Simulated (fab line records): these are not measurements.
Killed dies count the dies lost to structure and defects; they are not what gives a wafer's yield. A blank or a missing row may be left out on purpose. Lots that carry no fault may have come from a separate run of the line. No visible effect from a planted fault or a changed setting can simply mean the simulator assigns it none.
2 desks looking at one fault ; flow sfq-line ; each desk has only its own numbers; what lay behind them comes last

== DESK OF THE TOOL OWNER: rie-metal-02 ==
The tool's own readings at SFQ_TRILAYER_R5_ETCH_METAL_ETCH_139 (etches the open film in Cl2, stops on SiO2, target depth 60 nm, time 40 s): means of the sampled wafers that have a number, for each lot that ran on this tool. The brackets show how far a lot's mean lies from the usual mean; more than 4 standard deviations puts the lot out of limits, marked OUT.
Columns: A = drypump-motor-current-A at SFQ_TRILAYER_R5_ETCH_METAL_ETCH_139, usual 6.3 A; B = oes-product-au at SFQ_TRILAYER_R5_ETCH_METAL_ETCH_139, usual 0.989 a.u.
lot;first seen here;A;B
L466;day 66 15:17;6.5;0.905 (-16) OUT
L468;day 67 00:44;6.5;0.945 (-8.5) OUT
L475;day 71 17:27;6.5;0.990
This desk finds L466, L468 out of limits, L466 being first, at day 66 15:17 (oes-product-au at SFQ_TRILAYER_R5_ETCH_METAL_ETCH_139). L475 stayed within limits.

== THE METROLOGY DESK ==
Lot by lot, what the gauges showed, no matter which tool ran the lot: averages of those sampled wafers that carry a number. The brackets show how far a lot's mean lies from the usual mean; more than 4 standard deviations puts the lot out of limits, marked OUT.
Columns: A = R5_MONX_RS at SFQ_R5_RS_MEAS_933, usual 7.07 ohm/sq; B = R5_MONX_THK at SFQ_R5_THK_MEAS_934, usual 39.8 nm; C = R5_OVL at SFQ_R5_OVL_MEAS_935, usual -5 nm; D = I5_OVL at SFQ_I5_OVL_MEAS_936, usual 4 nm; E = C5_OVL at SFQ_C5_OVL_MEAS_937, usual -2 nm; F = M6_NB_RS at SFQ_M6_RS_MEAS_938, usual 0.896 ohm/sq; G = M8_BOW at SFQ_M8_BOW_MEAS_951, usual 8 um
lot;first seen here;A;B;C;D;E;F;G
L459;day 60 00:34;7.07;39.4;-8;-3;3;0.895;16
L466;day 62 02:04;7.03;39.9;1;2;-8;0.894;18
L468;day 62 09:41;6.99;40.2;-7;5;-0;0.899;5
L470;day 67 01:28;7.11;39.4;-11;5;-7;0.904;5
L473;day 67 07:26;7.10;39.9;-7;6;3;0.897;4
L475;day 67 14:38;7.03;40.2;-10;6;-4;0.893;21
This desk's finding: nothing out of limits on any of the 6 lots.

== ALL TOGETHER ==
The tool owner's desk had the chance to raise an alarm at day 66 15:17 on L466, L468.
Nothing out of limits was seen by the metrology desk.
The metrology desk holds a record of L466, L468, inside its limits.
All the named lots went through SFQ_TRILAYER_R5_ETCH_METAL_ETCH_139 on rie-metal-02.

== WHAT HAD BEEN PUT IN BY THE SIMULATOR ==
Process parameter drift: rie-metal-02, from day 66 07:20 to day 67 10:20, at SFQ_TRILAYER_R5_ETCH_METAL_ETCH_139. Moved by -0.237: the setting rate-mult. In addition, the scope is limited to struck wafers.
Struck lots among those shown: L466, L468.
Hours from the fault's start to each desk's first reading out of limits: the tool owner's desk, 8.
